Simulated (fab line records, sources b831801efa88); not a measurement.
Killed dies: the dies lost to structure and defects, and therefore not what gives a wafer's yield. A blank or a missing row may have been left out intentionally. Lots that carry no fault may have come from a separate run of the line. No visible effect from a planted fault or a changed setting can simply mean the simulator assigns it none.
Which tool is to blame?    flow gf180mcu    36 wafers from 12 lots sampled at 4 of the route's 602 steps

== WHAT THE GAUGES READ, wafer by wafer ==
GF_HV_LDD_TW_MEAS_23. Usual: HV_LDD_2_TW 1058, standard deviation 9.6.
lot   measured      on            HV_LDD_2_TW     flag
L525  day 11 14:51  filmMetro-03  1048 1044 1045  
L526  day 11 17:02  filmMetro-01  1072 1068 1066  
L527  day 12 03:01  filmMetro-02  1064 1061 1068  
L528  day 12 03:56  filmMetro-03  1053 1045 1056  
L530  day 12 20:24  filmMetro-01  1073 1069 1072  
L534  day 13 13:40  filmMetro-03  1045 1046 1052  
L541  day 15 17:33  filmMetro-02  30 30 30        OFF
L542  day 16 03:16  filmMetro-01  30 30 30        OFF
L545  day 17 01:10  filmMetro-03  1051 1046 1051  
L546  day 17 05:45  filmMetro-03  1050 1054 1053  
L547  day 17 12:18  filmMetro-03  1046 1056 1053  
L548  day 17 18:52  filmMetro-01  1066 1064 1065  

GF_CONTACT_BOW_MEAS_05. Usual: CONTACT_BOW 66 um, standard deviation 7.
lot   measured      on            CONTACT_BOW (um)  flag
L525  day 15 22:55  filmMetro-02  68 73 59          
L526  day 16 06:56  filmMetro-01  60 64 72          
L527  day 16 15:25  filmMetro-01  78 62 71          
L528  day 16 16:05  filmMetro-03  60 72 52          
L530  day 17 11:05  filmMetro-03  71 73 58          
L534  day 18 10:35  filmMetro-02  66 64 78          
L545  day 22 07:16  filmMetro-01  69 70 75          
L546  day 22 10:52  filmMetro-03  65 68 62          
L547  day 22 18:49  filmMetro-02  53 60 54          
L548  day 23 00:42  filmMetro-01  61 67 75          

== EACH LOT AND THE TOOL THAT RAN IT (in order: tool; ch and the chambers of the sampled wafers; start) ==
lot   GF_HV_LDD_STRIP_10                   GF_HV_LDD_STRIP_22
L525  plasmaAsher-02 ch 0,1, day 10 20:47  plasmaAsher-04 ch 0,1, day 11 14:45
L526  plasmaAsher-01 ch 0, day 10 22:30    plasmaAsher-01 ch 0, day 11 16:55
L527  plasmaAsher-02 ch 0,1, day 11 07:50  plasmaAsher-01 ch 0,1, day 12 02:56
L528  plasmaAsher-01 ch 0,1, day 11 08:59  plasmaAsher-02 ch 0,1, day 12 03:50
L530  plasmaAsher-02 ch 0,1, day 12 00:54  plasmaAsher-01 ch 0, day 12 20:17
L534  plasmaAsher-02 ch 0,1, day 12 18:17  plasmaAsher-01 ch 0,1, day 13 13:34
L541  plasmaAsher-01 ch 0,1, day 14 20:35  plasmaAsher-04 ch 0,1, day 15 17:26
L542  plasmaAsher-02 ch 0,1, day 15 04:59  plasmaAsher-01 ch 0,1, day 16 03:10
L545  plasmaAsher-04 ch 0,1, day 16 02:50  plasmaAsher-01 ch 0,1, day 17 01:03
L546  plasmaAsher-02 ch 0,1, day 16 07:15  plasmaAsher-01 ch 0,1, day 17 05:38
L547  plasmaAsher-04 ch 0,1, day 16 12:44  plasmaAsher-02 ch 0,1, day 17 12:11
L548  plasmaAsher-01 ch 0,1, day 16 19:41  plasmaAsher-02 ch 0,1, day 17 18:46
- GF_HV_LDD_STRIP_10: strips in O2/N2.
- GF_HV_LDD_STRIP_22: strips in O2/N2.

== WHAT THE TOOLS THEMSELVES READ (means of the sampled wafers that have a number; where no wafer has one, the mark that the record gives instead) ==
GF_HV_LDD_STRIP_10. Usual: chamberPressureMTorr 1500.0 mTorr, standard deviation 1.3; drypumpMotorCurrentA 5.57 A, standard deviation 0.29; heaterPowerW 323 W, standard deviation 32; oesProductAu 0.716 a.u., standard deviation 0.0044; stripTimeToEndpointS 12.63 s, standard deviation 0.041.
lot   tool            chamberPressureMTorr (mTorr)  drypumpMotorCurrentA (A)  heaterPowerW (W)  oesProductAu (a.u.)  stripTimeToEndpointS (s)  flag
L525  plasmaAsher-02  1500.1                        5.46                      310               0.715                12.63                     
L526  plasmaAsher-01  1498.9                        5.41                      315               0.715                12.62                     
L527  plasmaAsher-02  1499.7                        5.38                      320               0.717                12.59                     
L528  plasmaAsher-01  1499.3                        5.61                      308               0.715                12.57                     
L530  plasmaAsher-02  1501.7                        5.37                      321               0.715                12.62                     
L534  plasmaAsher-02  1500.7                        5.45                      309               0.715                12.67                     
L541  plasmaAsher-01  -                             -                         -                 -                    -                         OFF
L542  plasmaAsher-02  -                             -                         -                 -                    -                         OFF
L545  plasmaAsher-04  1500.0                        5.97                      339               0.714                12.62                     
L546  plasmaAsher-02  1500.0                        5.47                      308               0.718                12.63                     
L547  plasmaAsher-04  1500.1                        5.72                      373               0.712                12.71                     
L548  plasmaAsher-01  1498.9                        5.61                      308               0.716                12.65                     

GF_HV_LDD_STRIP_22. Usual: chamberPressureMTorr 1500.0 mTorr, standard deviation 1.5; drypumpMotorCurrentA 5.6 A, standard deviation 0.31; heaterPowerW 326 W, standard deviation 36; oesProductAu 0.715 a.u., standard deviation 0.0052; stripTimeToEndpointS 12.62 s, standard deviation 0.036.
lot   tool            chamberPressureMTorr (mTorr)  drypumpMotorCurrentA (A)  heaterPowerW (W)  oesProductAu (a.u.)  stripTimeToEndpointS (s)  flag
L525  plasmaAsher-04  1499.8                        5.8                       370               0.717                12.66                     
L526  plasmaAsher-01  1497.8                        5.4                       319               0.709                12.60                     
L527  plasmaAsher-01  1499.7                        5.6                       304               0.715                12.62                     
L528  plasmaAsher-02  1501.1                        5.4                       310               0.715                12.67                     
L530  plasmaAsher-01  1498.4                        5.4                       316               0.713                12.64                     
L534  plasmaAsher-01  1501.4                        5.5                       313               0.711                12.64                     
L541  plasmaAsher-04  1499.6                        6.0                       343               0.722                27.54                     OFF
L542  plasmaAsher-01  1499.9                        5.6                       307               0.717                27.55                     OFF
L545  plasmaAsher-01  1500.2                        5.6                       309               0.720                12.66                     
L546  plasmaAsher-01  1500.0                        5.6                       310               0.714                12.64                     
L547  plasmaAsher-02  1500.4                        5.4                       324               0.717                12.56                     
L548  plasmaAsher-02  1501.5                        5.5                       308               0.719                12.63                     

== THE ANSWER, worked out from the rows above alone ==
Rule: a lot is off if the mean of its wafers that have a number lies more than 3 standard deviations from the usual mean. Also off: a lot with no number at a reading for which 4 or more lots have one. Where the step has rows for the other lots, those lots are counted as sound. First the gauges in route order, then the tools' own readings, where a lot's mean is used as printed above. At the first step where some lot is off, the reading lying furthest off is the one used; lots without a number count as furthest.
Off: L541, L542, at GF_HV_LDD_TW_MEAS_23 (HV_LDD_2_TW).
A tool fits if, at a process step before that reading, it ran every lot that is off, and no sound lot after the first of them. Not tried: the gauges at GF_HV_LDD_TW_MEAS_23; whatever is off there is also off at GF_HV_LDD_STRIP_10, on other tools, and gauge error can't account for it. No candidate that was tried fits.

== WHAT THE SIMULATOR PUT IN ==
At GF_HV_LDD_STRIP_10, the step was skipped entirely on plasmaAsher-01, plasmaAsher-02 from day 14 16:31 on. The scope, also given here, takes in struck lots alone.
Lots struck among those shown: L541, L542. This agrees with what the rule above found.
